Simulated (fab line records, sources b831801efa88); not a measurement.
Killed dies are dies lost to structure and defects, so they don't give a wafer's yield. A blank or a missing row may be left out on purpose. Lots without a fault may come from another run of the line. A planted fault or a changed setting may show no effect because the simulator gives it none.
One fault seen from 2 desks | flow gf180mcu | each desk has only its own numbers; what lay behind them comes last

THE TOOL OWNER'S DESK: pvd_sputter-03
The tool's own readings at GF_MIM_SPUTTER_08 (material AlCu, target thk 200 nm, time 10.6 s): means of the sampled wafers that have a number, for each lot that ran on this tool. A lot is out of limits, marked OUT, if its mean lies more than 4 standard deviations from the usual mean; the brackets give that distance.
Columns: A = throttle_valve_pct at GF_MIM_SPUTTER_08, usual 29.7 %
lot  | first seen here | A
L933 | day 24 11:21    | 29.6
L937 | day 25 21:09    | 29.3
L941 | day 27 07:12    | 29.1
L945 | day 28 18:40    | 29.5
This desk's finding: nothing out of limits on any of the 4 lots.

THE METROLOGY DESK
What the gauges read, lot by lot, whatever tool the lot ran on: means of the sampled wafers that have a number. A lot is out of limits, marked OUT, if its mean lies more than 4 standard deviations from the usual mean; the brackets give that distance.
Columns: A = V4_CVD_02_THK at GF_V4_THK_MEAS_03, usual 854 nm; B = MIM_ALCU_RS at GF_MIM_RS_MEAS_10, usual 0.1609 ohm/sq
lot  | first seen here | A   | B
L933 | day 23 11:05    | 853 | 0.1630
L934 | day 24 00:32    | 864 | 0.1600
L935 | day 24 03:55    | 854 | 0.1579
L937 | day 24 21:49    | 854 | 0.1627
L938 | day 25 03:50    | 840 | 0.1632
L941 | day 26 07:54    | 847 | 0.3376 (+68) OUT
L943 | day 27 01:05    | 839 | 0.1573
L945 | day 27 21:16    | 854 | 0.3381 (+68) OUT
L946 | day 27 21:35    | 854 | 0.1609
L948 | day 28 08:52    | 863 | 0.1609
L949 | day 28 15:25    | 851 | 0.1617
L955 | day 30 12:52    | 856 | 0.1626
L956 | day 30 15:50    | 860 | 0.1637
This desk's finding: out of limits on L941, L945; first on L941, day 27 07:16 (MIM_ALCU_RS at GF_MIM_RS_MEAS_10). In limits: L933, L934, L935, L937, L938, L943, L946, L948, L949, L955, L956.

PUT TOGETHER
The metrology desk could have raised an alarm at day 27 07:16, on L941, L945.
The tool owner's desk saw nothing out of limits.
The tool owner's desk has L941, L945 on record, within its limits.
Of the lots named, all ran GF_MIM_SPUTTER_08 on pvd_sputter-03.

WHAT THE SIMULATOR HAD PUT IN
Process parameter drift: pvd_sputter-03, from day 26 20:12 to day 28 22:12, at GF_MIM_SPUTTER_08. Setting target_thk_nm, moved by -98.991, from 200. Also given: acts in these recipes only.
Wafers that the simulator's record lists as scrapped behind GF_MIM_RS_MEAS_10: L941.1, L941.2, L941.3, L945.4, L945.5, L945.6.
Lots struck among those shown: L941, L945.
Hours from the fault's start to each desk's first reading out of limits: the metrology desk, 11.
